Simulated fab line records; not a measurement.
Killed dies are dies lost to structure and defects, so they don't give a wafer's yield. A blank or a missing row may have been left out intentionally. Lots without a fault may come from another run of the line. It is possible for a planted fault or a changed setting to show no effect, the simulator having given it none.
Chamber matching    flow sky130    SKY_PASSIVATION_ETCH_11 on rie diel-01 has 4 sister chambers
The step etches the open film in CF4/O2, stops on AlCu, target depth 725 nm, time 161.1 s. 16 wafers are shown with their chamber, then 8 later ones without.

== EACH WAFER AND ITS CHAMBER ==
wafer   chamber  drypump motor current A (A)  oes product au (a.u.)  throttle valve pct (%)
L075.2  0        5.6                          0.979                  5.961
L075.5  1        4.8                          0.978                  5.961
L075.6  0        5.6                          0.983                  5.963
L077.2  2        5.8                          0.974                  5.961
L077.3  3        5.5                          0.980                  5.966
L077.6  3        5.4                          0.978                  5.978
L082.1  0        5.6                          0.968                  5.953
L082.3  1        4.8                          0.974                  5.956
L082.5  3        5.4                          0.974                  5.964
L086.2  2        5.8                          0.969                  5.972
L086.3  0        5.6                          0.984                  5.984
L086.5  2        5.8                          0.970                  5.966
L088.2  2        5.8                          0.971                  5.967
L088.5  3        5.4                          0.974                  5.973
L088.6  2        5.8                          0.975                  5.968
L089.1  3        5.4                          0.971                  5.950

SIGNATURES (averages over the wafers above)
reading                  chamber 0  chamber 1  chamber 2  chamber 3  scatter within a chamber
drypump motor current A  5.600      4.800      5.800      5.420      0.0258
oes product au           0.97850    0.97600    0.97180    0.97540    0.00454
throttle valve pct       5.96525    5.95850    5.96680    5.96620    0.00937
Rule: for each reading, subtract the chamber's mean from the wafer's reading, divide by that reading's scatter and square the result; add these up over the readings and take the root, which gives the wafer's distance from the chamber. If the next closest chamber is less than 2 further off than the closest, the wafer can't be placed; otherwise it belongs to the closest. How the scatter is found: for the shown wafers, subtract from each reading the mean of its chamber, square and add these, divide the total by (wafers less chambers), then take the root.

== WAFERS WITHOUT THEIR CHAMBER ==
wafer   drypump motor current A (A)  oes product au (a.u.)  throttle valve pct (%)
L089.2  4.7                          0.976                  5.959
L089.3  5.8                          0.967                  5.958
L089.4  5.8                          0.975                  5.971
L089.5  4.7                          0.974                  5.975
L089.6  5.5                          0.969                  5.963
L096.3  5.4                          0.975                  5.975
L096.4  5.4                          0.976                  5.961
L096.5  5.8                          0.982                  5.967

== EACH ONE'S CHAMBER ==
wafer   from the rows above      in truth
L089.2  1                        1
L089.3  2                        2
L089.4  2                        2
L089.5  1                        1
L089.6  can't be placed: 3 or 0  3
L096.3  3                        3
L096.4  3                        3
L096.5  2                        2
Correctly placed: 7 of 8. Cannot be placed on the basis of these rows: 1; the candidates contain the true chamber in 1. 0 placed wrongly.
